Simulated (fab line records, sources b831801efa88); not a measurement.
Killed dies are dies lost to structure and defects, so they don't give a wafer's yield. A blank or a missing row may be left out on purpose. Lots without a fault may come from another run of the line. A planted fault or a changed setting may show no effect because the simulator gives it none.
One fault seen from 2 desks | flow sky130 | each desk has only its own numbers; what lay behind them comes last

THE METROLOGY DESK
What the gauges read, lot by lot, whatever tool the lot ran on: means of the sampled wafers that have a number. A lot is out of limits, marked OUT, if its mean lies more than 4 standard deviations from the usual mean; the brackets give that distance.
Columns: A = NWELL_TW at SKY_NWELL_TW_MEAS_15, usual 1831; B = NWELL_01_OVL at SKY_NWELL_OVL_MEAS_23, usual 0.4 nm; C = NWELL_2_TW at SKY_NWELL_TW_MEAS_26, usual 498; D = cd_nm at SKY_VT_ADJUST_NCORE_CD_MEAS_07, usual 379.8 nm; E = VT_ADJUST_NCORE_TW at SKY_VT_ADJUST_NCORE_TW_MEAS_11, usual 218.8
lot  | first seen here | A    | B    | C             | D     | E
L115 | day 4 18:07     | 1825 | 0.1  | 495           | 380.1 | 220.2
L116 | day 4 23:34     | 1827 | -0.4 | 496           | 381.7 | 218.4
L117 | day 5 05:49     | 1822 | 0.3  | 502           | 377.7 | 217.4
L118 | day 5 12:22     | 1829 | 0.5  | 505           | 378.3 | 217.5
L121 | day 6 03:46     | 1833 | 0.2  | 500           | 379.7 | 219.2
L122 | day 6 14:41     | 1859 | -1.8 | 339 (-35) OUT | 380.6 | 219.8
L128 | day 8 04:08     | 1827 | 0.5  | 496           | 381.0 | 216.5
L132 | day 8 20:25     | 1821 | 1.7  | 504           | 381.6 | 220.5
L133 | day 9 04:53     | 1818 | -2.2 | 503           | 377.1 | 218.6
L134 | day 9 10:55     | 1848 | -0.3 | 491           | 379.0 | 218.6
L135 | day 9 17:07     | 1826 | 3.5  | 503           | 381.6 | 219.3
L136 | day 9 21:31     | 1824 | 2.1  | 497           | 374.5 | 219.2
L137 | day 10 03:01    | 1810 | 1.6  | 492           | 379.2 | 216.1
This desk's finding: out of limits on L122; first on L122, day 7 10:20 (NWELL_2_TW at SKY_NWELL_TW_MEAS_26). In limits: L115, L116, L117, L118, L121, L128, L132, L133, L134, L135, L136, L137.

THE TOOL OWNER'S DESK: litho_track-02
The tool's own readings at SKY_NWELL_DEVELOP_22 (develop time 60 s): means of the sampled wafers that have a number, for each lot that ran on this tool. A lot is out of limits, marked OUT, if its mean lies more than 4 standard deviations from the usual mean; the brackets give that distance.
Columns: A = exhaust_pa at SKY_NWELL_DEVELOP_22, usual 44.9 Pa
lot  | first seen here | A
L116 | day 5 17:00     | 44.4
L118 | day 6 06:00     | 45.3
L122 | day 7 09:00     | 45.6
L133 | day 10 03:00    | 45.2
This desk's finding: nothing out of limits on any of the 4 lots.

PUT TOGETHER
The metrology desk could have raised an alarm at day 7 10:20, on L122.
The tool owner's desk saw nothing out of limits.
The tool owner's desk has L122 on record, within its limits.
Of the lots named, all ran SKY_NWELL_DEVELOP_22 on litho_track-02.

WHAT THE SIMULATOR HAD PUT IN
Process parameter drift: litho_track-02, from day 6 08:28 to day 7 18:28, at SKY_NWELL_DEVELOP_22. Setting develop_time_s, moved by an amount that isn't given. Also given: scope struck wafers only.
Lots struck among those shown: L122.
Hours from the fault's start to each desk's first reading out of limits: the metrology desk, 26.
